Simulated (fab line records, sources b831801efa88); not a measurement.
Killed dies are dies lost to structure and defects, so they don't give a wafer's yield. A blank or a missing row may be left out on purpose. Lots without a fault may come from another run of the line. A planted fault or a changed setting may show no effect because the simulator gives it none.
One fault seen from 2 desks | flow sky130 | each desk has only its own numbers; what lay behind them comes last

THE TOOL OWNER'S DESK: pvd_sputter-02
The tool's own readings at SKY_LI_CONTACT_SPUTTER_20 (material TiN, target thk 20 nm, time 80 s): means of the sampled wafers that have a number, for each lot that ran on this tool. A lot is out of limits, marked OUT, if its mean lies more than 4 standard deviations from the usual mean; the brackets give that distance.
Columns: A = cathode_dc_power_W at SKY_LI_CONTACT_SPUTTER_20, usual 4000.0 W; B = chamber_pressure_pa at SKY_LI_CONTACT_SPUTTER_20, usual 4.999 Pa; C = throttle_valve_pct at SKY_LI_CONTACT_SPUTTER_20, usual 29.9 %
lot  | first seen here | A      | B               | C
L457 | day 31 00:58    | 4000.5 | 5.007           | 30.8
L463 | day 32 11:08    | 3999.4 | 4.275 (-72) OUT | 32.5
L464 | day 33 05:13    | 4000.2 | 4.274 (-72) OUT | 32.6
L476 | day 36 21:58    | 4000.5 | 5.001           | 30.5
This desk's finding: out of limits on L463, L464; first on L463, day 32 11:08 (chamber_pressure_pa at SKY_LI_CONTACT_SPUTTER_20). In limits: L457, L476.

THE METROLOGY DESK
What the gauges read, lot by lot, whatever tool the lot ran on: means of the sampled wafers that have a number. A lot is out of limits, marked OUT, if its mean lies more than 4 standard deviations from the usual mean; the brackets give that distance.
Columns: A = cd_nm at SKY_LI_CONTACT_CD_MEAS_12, usual 169.8 nm; B = LI_CONTACT_OVL at SKY_LI_CONTACT_OVL_MEAS_13, usual -1 nm
lot  | first seen here | A     | B
L457 | day 31 00:19    | 171.2 | 1
L463 | day 32 10:20    | 169.3 | 4
L464 | day 33 04:34    | 169.9 | 3
L472 | day 35 01:42    | 167.6 | -2
L476 | day 36 21:19    | 170.9 | -4
L477 | day 37 01:35    | 169.5 | 3
This desk's finding: nothing out of limits on any of the 6 lots.

PUT TOGETHER
The tool owner's desk could have raised an alarm at day 32 11:08, on L463, L464.
The metrology desk saw nothing out of limits.
The metrology desk has L463, L464 on record, within its limits.
Of the lots named, all ran SKY_LI_CONTACT_SPUTTER_20 on pvd_sputter-02.

WHAT THE SIMULATOR HAD PUT IN
Process parameter drift: pvd_sputter-02, from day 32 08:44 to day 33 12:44, at SKY_LI_CONTACT_SPUTTER_20. Setting chamber_pressure_pa, moved by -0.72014, from 5. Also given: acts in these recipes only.
Lots struck among those shown: L463, L464.
Hours from the fault's start to each desk's first reading out of limits: the tool owner's desk, 2.
